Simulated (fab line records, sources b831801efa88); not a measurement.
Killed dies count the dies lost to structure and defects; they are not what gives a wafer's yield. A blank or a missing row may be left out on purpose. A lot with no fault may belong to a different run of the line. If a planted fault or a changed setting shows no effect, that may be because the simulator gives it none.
fab line records | flow sfq_line
record lots=6 | wafers=18 | last_day=93
route steps=325 shown I0@47 M1@58 I1@73 M2@88 M8@325
lots that met no fault: taken from a fault-free run of the same line
start_h: hours from the record's opening day to when the first of the lot's shown wafers began | wait_h: time in hours since the lot's previous step | " as in the row above | L1.1+2: a single row standing in for several wafers | - no value, or no start was given | * or withheld: withheld | < > ~ a bound
route shown NAME@n: NAME is a module with steps in the file, n the number in the route of the first one | usual: mean/standard deviation taken from wafers without a fault | same: alike in all rows | chamber/n: place in a boat | sites: per-site readings | _std_site: the values' standard deviation | _edge_site: outer sites' mean less inner sites' | radius_mm: how far each site lies from the wafer's centre | mask NAME#n: copy n | behind: tool/chamber where the wafer was last shaped | hold: cause of the lot's hold/its duration in hours/its outcome | device: the n, p or np transistor that did not switch | end of line: at the end of the route, the tests of the same wafers | a step without rows: its recipe alone | killed: the dies lost at the first sort to structure and to defects; this is not the yield of the wafer | map: dies across one wafer; x = killed, . = not, _ = none there
set.NAME: setting as actually run; set.NAME@STEP: the setting as run at that earlier step | model.NAME: the simulator's own value behind a step, which no gauge read
a table for each step, a row for each wafer; lots at some steps of the route
services: from which hour (start_h, from the record's first day; less than 0 if before it) a tool's chamber was out of use, for how many hours, and why
## steps
# step SFQ_TRILAYER_I0_VIA_LITHO_COAT_036
# recipe resist=BARC | spin_rpm=3000 | resist_thk_nm=62
# step SFQ_TRILAYER_I0_VIA_LITHO_COAT_031
# recipe resist=KrF | spin_rpm=3000 | resist_thk_nm=650
# step SFQ_TRILAYER_I0_VIA_LITHO_SOFTBAKE_035
# recipe temp_c=withheld | time_s=withheld | resist=KrF
# step SFQ_TRILAYER_I0_VIA_LITHO_EXPOSE_032
# recipe mask_id=I0 | na=0.6 | source_shape=conventional | sigma_outer=0.65 | target_cd_nm=500 | dose_mj=21.3
# step SFQ_TRILAYER_I0_VIA_LITHO_PEB_034
# recipe peb_temp_c=115 | peb_time_s=60 | resist=KrF
# step SFQ_TRILAYER_I0_VIA_LITHO_DEVELOP_033
# recipe time_s=60 | resist=KrF
# step SFQ_I0_OVL_MEAS_908
# usual I0_OVL=3/5
lot.wafer | tool       | chamber | start_h | wait_h | I0_OVL[nm]
L485.1    | overlay-01 | -       | 457.49  | 0.1    | -5
L485.2    | "          | -       | "       | "      | -3
L485.6    | "          | -       | "       | "      | -4
L487.3    | overlay-02 | -       | 472.43  | 0.1    | 5
L487.5    | "          | -       | "       | "      | 2
L487.6    | "          | -       | "       | "      | 6
L493.1    | overlay-02 | -       | 567.89  | 0.1    | -1
L493.2    | "          | -       | "       | "      | 2
L493.3    | "          | -       | "       | "      | -1
L494.1    | overlay-01 | -       | 584.69  | 0.1    | 6
L494.3    | "          | -       | "       | "      | 5
L494.6    | "          | -       | "       | "      | -1
L495.4    | overlay-01 | -       | 591.37  | 0.1    | 6
L495.5    | "          | -       | "       | "      | 2
L495.6    | "          | -       | "       | "      | 1
L496.2    | overlay-02 | -       | 603.49  | 0.1    | 11
L496.4    | "          | -       | "       | "      | 6
L496.5    | "          | -       | "       | "      | 3
# step SFQ_TRILAYER_I0_VIA_BARC_OPEN_VIA_ETCH_046
# recipe mask_material=PR | chemistry=O2 | target_depth_nm=125 | target=BARC | source_w=500 | bias_w=80 | pressure_mtorr=30 | time_s=41.7
# step SFQ_TRILAYER_I0_VIA_ETCH_VIA_ETCH_034
# recipe target=SiO2 | stop_on=Nb | mask_material=PR | taper_deg=20 | chemistry=CHF3 | target_depth_nm=260 | source_w=500 | bias_w=80 | pressure_mtorr=30 | time_s=withheld
# step SFQ_TRILAYER_I0_VIA_STRIP_STRIP_035
# recipe gas=O2 | power_w=200 | platen_temp_c=40 | overash_fraction=0.65 | chemistry=O2 | pressure_mtorr=50
# step SFQ_TRILAYER_I0_VIA_STRIP_SOLV_CLEAN_036
# recipe chemistry=NMP | temp_c=70 | time_s=600
# step SFQ_TRILAYER_M1_DEP_PRE_CLEAN_038
# recipe gas=Ar | time_s=22.5 | bias_v=250
# step SFQ_TRILAYER_M1_DEP_SPUTTER_037
# recipe material=Nb | base_pressure_pa=1.33e-06 | chamber_pressure_pa=0.1333 | substrate_temp_c=20 | resputter_cathode_voltage_v=400 | target_thk_nm=200 | power_w=2000 | time_s=133.3
# usual resputter_cathode_voltage_v=400/3.9 | throttle_valve_pct=29.7/0.91
lot.wafer | tool           | chamber | start_h | wait_h | resputter_cathode_voltage_v | throttle_valve_pct | model.Nb_of_TRILAYER_M1_DEP_SPUTTER_037.thk_nm
L485.1    | pvd_sputter-03 | -       | 458.48  | 0.0    | 403                         | 29.8               | 120.5
L485.2    | "              | -       | "       | "      | 402                         | 28.0               | 123.2
L485.6    | "              | -       | "       | "      | 397                         | 28.4               | 124.2
L487.3    | pvd_sputter-03 | -       | 473.42  | 0.0    | 401                         | 30.0               | 200.4
L487.5    | "              | -       | "       | "      | 396                         | 29.6               | 197.8
L487.6    | "              | -       | "       | "      | 398                         | 28.4               | 117.9
L493.1    | pvd_sputter-06 | -       | 568.88  | 0.0    | 400                         | 28.6               | 198.7
L493.2    | "              | -       | "       | "      | 397                         | 30.8               | 200.3
L493.3    | "              | -       | "       | "      | 403                         | 30.0               | 201.1
L494.1    | pvd_sputter-04 | -       | 585.68  | 0.0    | 394                         | 28.7               | 201.5
L494.3    | "              | -       | "       | "      | 400                         | 30.3               | 201.1
L494.6    | "              | -       | "       | "      | 403                         | 31.4               | 200.5
L495.4    | pvd_sputter-03 | -       | 592.35  | 0.0    | 395                         | 30.1               | 201.6
L495.5    | "              | -       | "       | "      | 391                         | 30.4               | 204.8
L495.6    | "              | -       | "       | "      | 395                         | 30.0               | 203.3
L496.2    | pvd_sputter-03 | -       | 604.47  | 0.0    | 398                         | 28.5               | 200.1
L496.4    | "              | -       | "       | "      | 403                         | 29.7               | 197.7
L496.5    | "              | -       | "       | "      | 396                         | 28.3               | 199.3
# step SFQ_M1_RS_MEAS_909
# recipe thk_meas_gauge=four-point-probe | reads=Nb_of_TRILAYER_M1_DEP_SPUTTER_037
# usual M1_NB_RS=0.887/0.0081
lot.wafer | tool          | chamber | start_h | wait_h | hold                     | M1_NB_RS[ohm/sq]
L485.1    | film_metro-04 | -       | 458.57  | 0.0    | await_dispo/0.2h/release | 1.489
L485.2    | "             | -       | "       | "      | await_dispo/0.2h/release | 1.455
L485.6    | "             | -       | "       | "      | await_dispo/0.2h/release | 1.447
L485.1    | film_metro-04 | -       | 458.86  | 0.3    | -                        | 1.486
L485.2    | "             | -       | "       | "      | -                        | 1.456
L485.6    | "             | -       | "       | "      | -                        | 1.441
L487.3    | film_metro-01 | -       | 473.55  | 0.1    | await_dispo/0.2h/release | 0.886
L487.5    | "             | -       | "       | "      | await_dispo/0.2h/release | 0.899
L487.6    | "             | -       | "       | "      | await_dispo/0.2h/release | 1.519
L487.3    | film_metro-01 | -       | 473.83  | 0.3    | -                        | 0.887
L487.5    | "             | -       | "       | "      | -                        | 0.900
L487.6    | "             | -       | "       | "      | -                        | 1.521
L493.1    | film_metro-01 | -       | 568.97  | 0.0    | -                        | 0.897
L493.2    | "             | -       | "       | "      | -                        | 0.889
L493.3    | "             | -       | "       | "      | -                        | 0.884
L494.1    | film_metro-04 | -       | 585.77  | 0.0    | -                        | 0.886
L494.3    | "             | -       | "       | "      | -                        | 0.886
L494.6    | "             | -       | "       | "      | -                        | 0.889
L495.4    | film_metro-04 | -       | 592.50  | 0.1    | -                        | 0.885
L495.5    | "             | -       | "       | "      | -                        | 0.871
L495.6    | "             | -       | "       | "      | -                        | 0.876
L496.2    | film_metro-01 | -       | 604.58  | 0.1    | -                        | 0.889
L496.4    | "             | -       | "       | "      | -                        | 0.902
L496.5    | "             | -       | "       | "      | -                        | 0.892
# step SFQ_TRILAYER_M1_LITHO_COAT_039
# recipe resist=KrF | spin_rpm=3000 | resist_thk_nm=600
# step SFQ_TRILAYER_M1_LITHO_SOFTBAKE_043
# recipe temp_c=withheld | time_s=withheld | resist=KrF
# step SFQ_TRILAYER_M1_LITHO_EXPOSE_040
# recipe mask_id=M1 | na=0.6 | source_shape=conventional | sigma_outer=0.65 | target_cd_nm=500 | dose_mj=14.4
# step SFQ_TRILAYER_M1_LITHO_PEB_042
# recipe peb_temp_c=115 | peb_time_s=60 | resist=KrF
# step SFQ_TRILAYER_M1_LITHO_DEVELOP_041
# recipe time_s=60 | resist=KrF
# step SFQ_M1_OVL_MEAS_911
# usual M1_OVL=1/4.9
lot.wafer | tool       | chamber | start_h | wait_h | M1_OVL[nm]
L485.1    | overlay-01 | -       | 620.27  | 0.1    | -1
L485.2    | "          | -       | "       | "      | 5
L485.6    | "          | -       | "       | "      | -3
L487.3    | overlay-01 | -       | 622.69  | 0.1    | 7
L487.5    | "          | -       | "       | "      | 8
L487.6    | "          | -       | "       | "      | 4
L493.1    | overlay-02 | -       | 629.87  | 0.1    | 2
L493.2    | "          | -       | "       | "      | 1
L493.3    | "          | -       | "       | "      | 1
L494.1    | overlay-02 | -       | 631.07  | 0.1    | -3
L494.3    | "          | -       | "       | "      | -1
L494.6    | "          | -       | "       | "      | -2
L495.4    | overlay-02 | -       | 632.29  | 0.1    | 8
L495.5    | "          | -       | "       | "      | 6
L495.6    | "          | -       | "       | "      | 0
L496.2    | overlay-02 | -       | 633.48  | 0.1    | -5
L496.4    | "          | -       | "       | "      | -3
L496.5    | "          | -       | "       | "      | -5
# step SFQ_TRILAYER_M1_BARC_OPEN_METAL_ETCH_054
# recipe mask_material=PR | chemistry=O2 | target_depth_nm=125 | target=BARC | icp_w=600 | bias_w=80 | pressure_mtorr=10 | time_s=41.7
# usual chamber_pressure_mTorr=10.000/0.01 | drypump_motor_current_A=5.9/0.35 | oes_product_au=0.685/0.0041
lot.wafer | tool         | chamber | start_h | wait_h | chamber_pressure_mTorr | drypump_motor_current_A | oes_product_au | rf_hours_counter_h
L485.1    | rie_metal-03 | 0       | 620.31  | 0.0    | 10.003                 | 5.4                     | 0.681          | 122
L485.2    | "            | 1       | "       | "      | 9.996                  | 6.3                     | 0.684          | 75
L485.6    | "            | 1       | "       | "      | 9.986                  | 6.3                     | 0.679          | -
L487.3    | rie_metal-03 | 1       | 622.73  | 0.0    | 10.006                 | 6.3                     | 0.686          | -
L487.5    | "            | 0       | "       | "      | 10.006                 | 5.4                     | 0.686          | -
L487.6    | "            | 1       | "       | "      | 10.000                 | 6.3                     | 0.681          | -
L493.1    | rie_metal-03 | 1       | 629.91  | 0.0    | 9.997                  | 6.3                     | 0.684          | 77
L493.2    | "            | 0       | "       | "      | 9.999                  | 5.4                     | 0.680          | 124
L493.3    | "            | 0       | "       | "      | 9.999                  | 5.4                     | 0.689          | -
L494.1    | rie_metal-04 | 1       | 631.11  | 0.0    | 10.003                 | 6.3                     | 0.684          | 136
L494.3    | "            | 1       | "       | "      | 10.004                 | 6.3                     | 0.688          | -
L494.6    | "            | 1       | "       | "      | 10.003                 | 6.2                     | 0.673          | -
L495.4    | rie_metal-03 | 1       | 632.33  | 0.0    | 10.001                 | 6.3                     | 0.689          | -
L495.5    | "            | 0       | "       | "      | 10.017                 | 5.5                     | 0.679          | -
L495.6    | "            | 1       | "       | "      | 9.995                  | 6.3                     | 0.690          | -
L496.2    | rie_metal-04 | 1       | 633.51  | 0.0    | 10.029                 | 6.2                     | 0.689          | 136
L496.4    | "            | 1       | "       | "      | 9.990                  | 6.2                     | 0.688          | -
L496.5    | "            | 1       | "       | "      | 9.992                  | 6.3                     | 0.684          | -
# step SFQ_TRILAYER_M1_ETCH_METAL_ETCH_042
# recipe target=Nb | stop_on=SiO2 | mask_material=PR | chemistry=Cl2/Ar | target_depth_nm=240 | icp_w=600 | bias_w=80 | pressure_mtorr=10 | time_s=120
# usual chamber_pressure_mTorr=10.000/0.0088 | drypump_motor_current_A=5.9/0.35 | oes_product_au=0.896/0.0068
lot.wafer | tool         | chamber | start_h | wait_h | chamber_pressure_mTorr | drypump_motor_current_A | oes_product_au | rf_hours_counter_h
L485.1    | rie_metal-03 | 0       | 620.37  | 0.0    | 9.998                  | 5.4                     | 0.691          | 122
L485.2    | "            | 1       | "       | "      | 10.010                 | 6.3                     | 0.694          | 75
L485.6    | "            | 1       | "       | "      | 10.006                 | 6.3                     | 0.688          | -
L487.3    | rie_metal-03 | 1       | 622.81  | 0.1    | 10.019                 | 6.3                     | 0.900          | -
L487.5    | "            | 0       | "       | "      | 10.008                 | 5.4                     | 0.884          | -
L487.6    | "            | 1       | "       | "      | 10.007                 | 6.3                     | 0.683          | -
L493.1    | rie_metal-03 | 1       | 629.97  | 0.0    | 10.006                 | 6.3                     | 0.894          | 77
L493.2    | "            | 0       | "       | "      | 10.003                 | 5.4                     | 0.899          | 124
L493.3    | "            | 0       | "       | "      | 9.996                  | 5.4                     | 0.897          | -
L494.1    | rie_metal-04 | 1       | 631.17  | 0.0    | 10.011                 | 6.3                     | 0.897          | 136
L494.3    | "            | 1       | "       | "      | 10.007                 | 6.3                     | 0.897          | -
L494.6    | "            | 1       | "       | "      | 10.004                 | 6.3                     | 0.900          | -
L495.4    | rie_metal-03 | 1       | 632.41  | 0.1    | 10.002                 | 6.3                     | 0.898          | -
L495.5    | "            | 0       | "       | "      | 9.998                  | 5.5                     | 0.903          | -
L495.6    | "            | 1       | "       | "      | 10.004                 | 6.3                     | 0.905          | -
L496.2    | rie_metal-04 | 1       | 633.57  | 0.0    | 9.991                  | 6.2                     | 0.894          | 136
L496.4    | "            | 1       | "       | "      | 10.012                 | 6.3                     | 0.883          | -
L496.5    | "            | 1       | "       | "      | 9.987                  | 6.2                     | 0.891          | -
# step SFQ_TRILAYER_M1_STRIP_STRIP_043
# recipe gas=O2 | power_w=200 | platen_temp_c=40 | overash_fraction=0.65 | chemistry=O2 | pressure_mtorr=50
# step SFQ_TRILAYER_M1_STRIP_SOLV_CLEAN_044
# recipe chemistry=NMP | temp_c=70 | time_s=600
# step SFQ_TRILAYER_I1_DEP_PECVD_045
# recipe material=SiO2 | temp_c=150 | time_s=111.11 | pressure_torr=2.4 | rf_w=183.3 | precursor=SiH4/N2O | target_thk_nm=500
# step SFQ_TRILAYER_I1_CMP_CMP_046
# recipe material=SiO2 | down_force_psi=3 | platen_rpm=60 | pad_velocity_m_s=0.94248
# usual motor_current_A=10.4/1.3 | time_to_endpoint_s=217/6.7
lot.wafer | tool   | chamber | start_h | wait_h | motor_current_A | time_to_endpoint_s
L485.2    | cmp-02 | 3       | 621.35  | 0.0    | 10.1            | 214
L485.1    | "      | 0       | "       | "      | 13.2            | 216
L485.6    | "      | 3       | 623.35  | 2.0    | 9.8             | 223
L487.3    | cmp-01 | 1       | 627.15  | 3.4    | 11.6            | 218
L487.6    | "      | 3       | 628.15  | 4.4    | 8.4             | 225
L487.5    | "      | 0       | "       | "      | 10.8            | 214
L493.1    | cmp-02 | 2       | 636.35  | 5.4    | 9.8             | 207
L493.3    | "      | 3       | "       | "      | 9.9             | 205
L493.2    | "      | 1       | 637.85  | 6.9    | 9.6             | 204
L494.3    | cmp-01 | 2       | 638.15  | 6.0    | 11.3            | 209
L494.1    | "      | 1       | 639.65  | 7.5    | 10.8            | 214
L494.6    | "      | 3       | 640.65  | 8.5    | 8.6             | 219
L495.4    | cmp-02 | 1       | 639.35  | 6.0    | 9.7             | 219
L495.5    | "      | 1       | 641.35  | 8.0    | 9.6             | 228
L495.6    | "      | 2       | "       | "      | 9.7             | 228
L496.4    | cmp-01 | 1       | 641.65  | 7.1    | 10.5            | 218
L496.2    | "      | 2       | "       | "      | 12.1            | 206
L496.5    | "      | 0       | 643.15  | 8.6    | 10.6            | 214
# step SFQ_I1_BOW_MEAS_912
# recipe mode=bow
# usual I1_BOW=2/7.5
lot.wafer | tool          | chamber | start_h | wait_h | I1_BOW[um]
L485.1    | film_metro-04 | -       | 624.35  | 2.0    | -5
L485.2    | "             | -       | "       | "      | 17
L485.6    | "             | -       | "       | "      | 1
L487.3    | film_metro-04 | -       | 629.19  | 1.5    | 3
L487.5    | "             | -       | "       | "      | 3
L487.6    | "             | -       | "       | "      | -10
L493.1    | film_metro-04 | -       | 639.35  | 2.5    | 5
L493.2    | "             | -       | "       | "      | -8
L493.3    | "             | -       | "       | "      | -4
L494.1    | film_metro-02 | -       | 641.15  | 1.0    | 0
L494.3    | "             | -       | "       | "      | 8
L494.6    | "             | -       | "       | "      | 21
L495.4    | film_metro-01 | -       | 642.41  | 2.6    | -3
L495.5    | "             | -       | "       | "      | 5
L495.6    | "             | -       | "       | "      | 0
L496.2    | film_metro-04 | -       | 644.17  | 1.5    | 2
L496.4    | "             | -       | "       | "      | -3
L496.5    | "             | -       | "       | "      | -8
# step SFQ_TRILAYER_I1_METRO_MEASURE_047
# usual thk_nm=200.4/0.89
lot.wafer | tool          | chamber | start_h | wait_h | thk_nm
L485.1    | film_metro-04 | -       | 624.47  | 0.1    | 201.7
L485.2    | "             | -       | "       | "      | 200.6
L485.6    | "             | -       | "       | "      | 200.8
L487.3    | film_metro-04 | -       | 629.67  | 0.5    | 200.8
L487.5    | "             | -       | "       | "      | 201.5
L487.6    | "             | -       | "       | "      | 200.5
L493.1    | film_metro-04 | -       | 639.47  | 0.1    | 202.1
L493.2    | "             | -       | "       | "      | 201.0
L493.3    | "             | -       | "       | "      | 200.6
L494.1    | film_metro-02 | -       | 641.27  | 0.1    | 202.2
L494.3    | "             | -       | "       | "      | 200.2
L494.6    | "             | -       | "       | "      | 200.1
L495.4    | film_metro-01 | -       | 643.07  | 0.6    | 200.8
L495.5    | "             | -       | "       | "      | 200.3
L495.6    | "             | -       | "       | "      | 201.4
L496.2    | film_metro-04 | -       | 644.47  | 0.3    | 199.9
L496.4    | "             | -       | "       | "      | 201.8
L496.5    | "             | -       | "       | "      | 201.1
# step SFQ_TRILAYER_I1_VIA_LITHO_COAT_054
# recipe resist=BARC | spin_rpm=3000 | resist_thk_nm=62
# step SFQ_TRILAYER_I1_VIA_LITHO_COAT_049
# recipe resist=KrF | spin_rpm=3000 | resist_thk_nm=650
# step SFQ_TRILAYER_I1_VIA_LITHO_SOFTBAKE_053
# recipe temp_c=withheld | time_s=withheld | resist=KrF
# step SFQ_TRILAYER_I1_VIA_LITHO_EXPOSE_050
# recipe mask_id=I1 | na=0.6 | source_shape=conventional | sigma_outer=0.65 | target_cd_nm=500 | dose_mj=21.3
# step SFQ_TRILAYER_I1_VIA_LITHO_PEB_052
# recipe peb_temp_c=115 | peb_time_s=60 | resist=KrF
# step SFQ_TRILAYER_I1_VIA_LITHO_DEVELOP_051
# recipe time_s=60 | resist=KrF
# step SFQ_I1_OVL_MEAS_913
# usual I1_OVL=1/5.5
lot.wafer | tool       | chamber | start_h | wait_h | I1_OVL[nm]
L485.1    | overlay-01 | -       | 756.63  | 0.1    | 15
L485.2    | "          | -       | "       | "      | 9
L485.6    | "          | -       | "       | "      | 3
L487.3    | overlay-02 | -       | 761.44  | 0.1    | -6
L487.5    | "          | -       | "       | "      | -9
L487.6    | "          | -       | "       | "      | -5
L493.1    | overlay-02 | -       | 772.74  | 0.1    | 10
L493.2    | "          | -       | "       | "      | 3
L493.3    | "          | -       | "       | "      | 13
L494.1    | overlay-01 | -       | 775.14  | 0.1    | 2
L494.3    | "          | -       | "       | "      | 1
L494.6    | "          | -       | "       | "      | 0
L495.4    | overlay-02 | -       | 776.35  | 0.1    | 2
L495.5    | "          | -       | "       | "      | 7
L495.6    | "          | -       | "       | "      | 1
L496.2    | overlay-02 | -       | 778.74  | 0.1    | -1
L496.4    | "          | -       | "       | "      | -7
L496.5    | "          | -       | "       | "      | -2
# step SFQ_TRILAYER_I1_VIA_BARC_OPEN_VIA_ETCH_071
# recipe mask_material=PR | chemistry=O2 | target_depth_nm=125 | target=BARC | source_w=500 | bias_w=80 | pressure_mtorr=30 | time_s=41.7
# usual chamber_pressure_mTorr=29.996/0.024 | drypump_motor_current_A=5.8/0.5 | oes_product_au=0.684/0.0048
lot.wafer | tool        | chamber | start_h | wait_h | chamber_pressure_mTorr | drypump_motor_current_A | oes_product_au | rf_hours_counter_h
L485.1    | rie_diel-01 | 3       | 756.66  | 0.0    | 30.006                 | 6.6                     | 0.684          | 18
L485.2    | "           | 1       | "       | "      | 30.006                 | 6.2                     | 0.686          | 3
L485.6    | "           | 0       | "       | "      | 30.012                 | 5.8                     | 0.684          | -
L487.3    | rie_diel-01 | 0       | 761.46  | 0.0    | 29.991                 | 5.8                     | 0.677          | 12
L487.5    | "           | 2       | "       | "      | 30.019                 | 5.1                     | 0.685          | -
L487.6    | "           | 1       | "       | "      | 29.999                 | 6.2                     | 0.696          | -
L493.1    | rie_diel-03 | 0       | 772.77  | 0.0    | 29.964                 | 5.7                     | 0.688          | 1
L493.2    | "           | 1       | "       | "      | 29.998                 | 5.7                     | 0.677          | 17
L493.3    | "           | 3       | "       | "      | 30.048                 | 4.9                     | 0.680          | 9
L494.1    | rie_diel-01 | 0       | 775.17  | 0.0    | 29.989                 | 5.8                     | 0.686          | 12
L494.3    | "           | 1       | "       | "      | 29.993                 | 6.2                     | 0.681          | 4
L494.6    | "           | 0       | "       | "      | 30.009                 | 5.8                     | 0.682          | -
L495.4    | rie_diel-04 | 2       | 776.37  | 0.0    | 30.031                 | 5.4                     | 0.685          | 13
L495.5    | "           | 0       | "       | "      | 30.002                 | 5.8                     | 0.682          | -
L495.6    | "           | 3       | "       | "      | 29.976                 | 6.3                     | 0.680          | -
L496.2    | rie_diel-03 | 0       | 778.77  | 0.0    | 29.943                 | 5.7                     | 0.692          | 1
L496.4    | "           | 3       | "       | "      | 29.958                 | 4.9                     | 0.686          | 9
L496.5    | "           | 0       | "       | "      | 30.026                 | 5.7                     | 0.680          | -
# step SFQ_TRILAYER_I1_VIA_ETCH_VIA_ETCH_052
# recipe target=SiO2 | stop_on=Nb | mask_material=PR | taper_deg=20 | chemistry=CHF3 | target_depth_nm=260 | source_w=500 | bias_w=80 | pressure_mtorr=30 | time_s=withheld
# step SFQ_TRILAYER_I1_VIA_STRIP_STRIP_053
# recipe gas=O2 | power_w=200 | platen_temp_c=40 | overash_fraction=0.65 | chemistry=O2 | pressure_mtorr=50
# usual chamber_pressure_mTorr=50.00/0.048 | drypump_motor_current_A=6.1/0.37 | oes_product_au=1.002/0.0075
lot.wafer | tool         | chamber | start_h | wait_h | chamber_pressure_mTorr | drypump_motor_current_A | oes_product_au | rf_hours_counter_h
L485.1    | rie_metal-04 | 1       | 756.82  | -      | 49.96                  | 6.2                     | 1.000          | 0
L485.2    | "            | 0       | "       | "      | 50.00                  | 5.7                     | 1.011          | 44
L485.6    | "            | 1       | "       | "      | 50.02                  | 6.3                     | 1.009          | -
L487.3    | rie_metal-01 | 0       | 761.82  | -      | 49.96                  | 5.8                     | 0.997          | -
L487.5    | "            | 1       | "       | "      | 50.02                  | 5.9                     | 0.996          | -
L487.6    | "            | 0       | "       | "      | 49.96                  | 5.8                     | 0.994          | -
L493.1    | rie_metal-01 | 1       | 772.92  | -      | 50.07                  | 5.9                     | 0.990          | 28
L493.2    | "            | 0       | "       | "      | 50.01                  | 5.8                     | 0.994          | 86
L493.3    | "            | 0       | "       | "      | 50.03                  | 5.8                     | 0.990          | -
L494.1    | rie_metal-02 | 0       | 775.32  | -      | 50.04                  | 6.4                     | 1.001          | 39
L494.3    | "            | 0       | "       | "      | 49.92                  | 6.4                     | 1.001          | -
L494.6    | "            | 0       | "       | "      | 49.99                  | 6.4                     | 1.003          | -
L495.4    | rie_metal-04 | 1       | 776.72  | -      | 49.98                  | 6.2                     | 0.997          | -
L495.5    | "            | 1       | "       | "      | 50.00                  | 6.2                     | 1.006          | -
L495.6    | "            | 0       | "       | "      | 49.97                  | 5.7                     | 0.993          | -
L496.2    | rie_metal-01 | 0       | 778.92  | -      | 49.99                  | 5.8                     | 0.996          | 87
L496.4    | "            | 0       | "       | "      | 50.07                  | 5.8                     | 1.013          | -
L496.5    | "            | 1       | "       | "      | 49.96                  | 5.9                     | 0.996          | -
# step SFQ_TRILAYER_I1_VIA_STRIP_SOLV_CLEAN_054
# recipe chemistry=NMP | temp_c=70 | time_s=600
# step SFQ_TRILAYER_M2_DEP_PRE_CLEAN_056
# recipe gas=Ar | time_s=22.5 | bias_v=250
# step SFQ_M8_BOW_MEAS_951
# recipe mode=bow
# usual M8_BOW=8/12
lot.wafer | tool          | chamber | start_h | wait_h | M8_BOW[um] | model.etest.m1.ohm_um | model.etest.i0.link_ohm | model.etest.m1.ohm_sq | model.etest.i1.link_ohm
L485.1    | film_metro-03 | -       | 2146.19 | 0.0    | 18         | 2.957                 | 2.689                   | 1.478                 | 2.559
L485.2    | "             | -       | "       | "      | 40         | 2.896                 | 2.646                   | 1.445                 | 2.525
L485.6    | "             | -       | "       | "      | 23         | 2.873                 | 2.629                   | 1.434                 | 2.514
L487.3    | film_metro-03 | -       | 2154.65 | 0.0    | -3         | 1.79                  | 1.971                   | 0.8887                | 1.963
L487.5    | "             | -       | "       | "      | -3         | 1.8                   | 2.003                   | 0.9003                | 1.983
L487.6    | "             | -       | "       | "      | -17        | 3.038                 | 2.731                   | 1.51                  | 2.582
L493.1    | film_metro-03 | -       | 2208.72 | 0.0    | 29         | 1.787                 | 1.97                    | 0.8962                | 1.984
L493.2    | "             | -       | "       | "      | 15         | 1.779                 | 1.966                   | 0.889                 | 1.968
L493.3    | "             | -       | "       | "      | 19         | 1.772                 | 1.95                    | 0.8856                | 1.96
L494.1    | film_metro-02 | -       | 2211.79 | 0.0    | 9          | 1.778                 | 1.962                   | 0.884                 | 1.965
L494.3    | "             | -       | "       | "      | 16         | 1.77                  | 1.965                   | 0.8854                | 1.945
L494.6    | "             | -       | "       | "      | 28         | 1.778                 | 1.966                   | 0.8883                | 1.95
L495.4    | film_metro-04 | -       | 2214.27 | 0.1    | -3         | 1.77                  | 1.958                   | 0.8835                | 1.974
L495.5    | "             | -       | "       | "      | 4          | 1.736                 | 1.949                   | 0.8697                | 1.958
L495.6    | "             | -       | "       | "      | 0          | 1.752                 | 1.953                   | 0.8758                | 1.959
L496.2    | film_metro-02 | -       | 2220.23 | 0.0    | -8         | 1.783                 | 1.976                   | 0.8899                | 1.969
L496.4    | "             | -       | "       | "      | -14        | 1.801                 | 1.987                   | 0.9007                | 1.985
L496.5    | "             | -       | "       | "      | -17        | 1.78                  | 1.975                   | 0.8936                | 1.978
## services
tool           | chamber | start_h | hours | kind
cmp-02         | -       | 444.56  | 1.7   | repair
pvd_sputter-03 | -       | 461.32  | 3.2   | repair
cmp-02         | -       | 471.42  | 1.6   | repair
film_metro-04  | -       | 473.76  | 1.3   | pm
rie_diel-01    | 1       | 495.14  | 6.4   | repair
rie_metal-01   | -       | 501.83  | 1.4   | pm
rie_metal-04   | 1       | 504.60  | 2.9   | repair
rie_metal-03   | -       | 525.62  | 2.8   | pm
rie_diel-01    | -       | 530.24  | 2.0   | repair
cmp-01         | -       | 533.24  | 7.4   | repair
pvd_sputter-03 | -       | 538.91  | 1.9   | repair
film_metro-04  | -       | 553.85  | 0.4   | pm
pvd_sputter-03 | -       | 558.97  | 1.9   | repair
film_metro-04  | -       | 563.79  | 1.5   | pm
rie_diel-01    | 2       | 571.62  | 5.3   | repair
cmp-02         | -       | 572.06  | 4.0   | pm
cmp-02         | -       | 590.02  | 1.3   | repair
film_metro-04  | -       | 599.46  | 5.8   | pm
film_metro-04  | -       | 613.70  | 0.4   | pm
rie_metal-03   | 0       | 640.01  | 8.3   | repair
rie_metal-01   | -       | 643.83  | 0.9   | repair
rie_metal-04   | 0       | 677.21  | 5.1   | repair
film_metro-04  | -       | 718.76  | 1.2   | pm
pvd_sputter-03 | -       | 774.04  | 3.4   | repair
## key
first_sign step=SFQ_M1_RS_MEAS_909 | reading=visit | direction=added
effect step=SFQ_M1_RS_MEAS_909 | reading=M1_NB_RS | direction=up | sigmas=73 | usual=0.887 | struck=1.477
effect step=SFQ_TRILAYER_M1_ETCH_METAL_ETCH_042 | reading=oes_product_au | direction=down | sigmas=30 | usual=0.896 | struck=0.689
model_effect step=SFQ_TRILAYER_M1_DEP_SPUTTER_037 | value=Nb_of_TRILAYER_M1_DEP_SPUTTER_037.thk_nm | without=201.4 | struck=121.5
model_effect step=SFQ_M8_BOW_MEAS_951 | value=etest.m1.ohm_um | without=1.773 | struck=2.941
met_at SFQ_TRILAYER_M1_DEP_SPUTTER_037
struck_wafers L485.1,L485.2,L485.6,L487.6
fault kind=process_parameter_drift | tool=pvd_sputter-03 | chamber=- | onset_h=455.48 | steps=SFQ_TRILAYER_M1_DEP_SPUTTER_037 | channel=target_thk_nm | offset=-79.927 | shape=step | end_h=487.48 | scope=struck_wafers_only | acts_in=these_recipes_only | stated=200
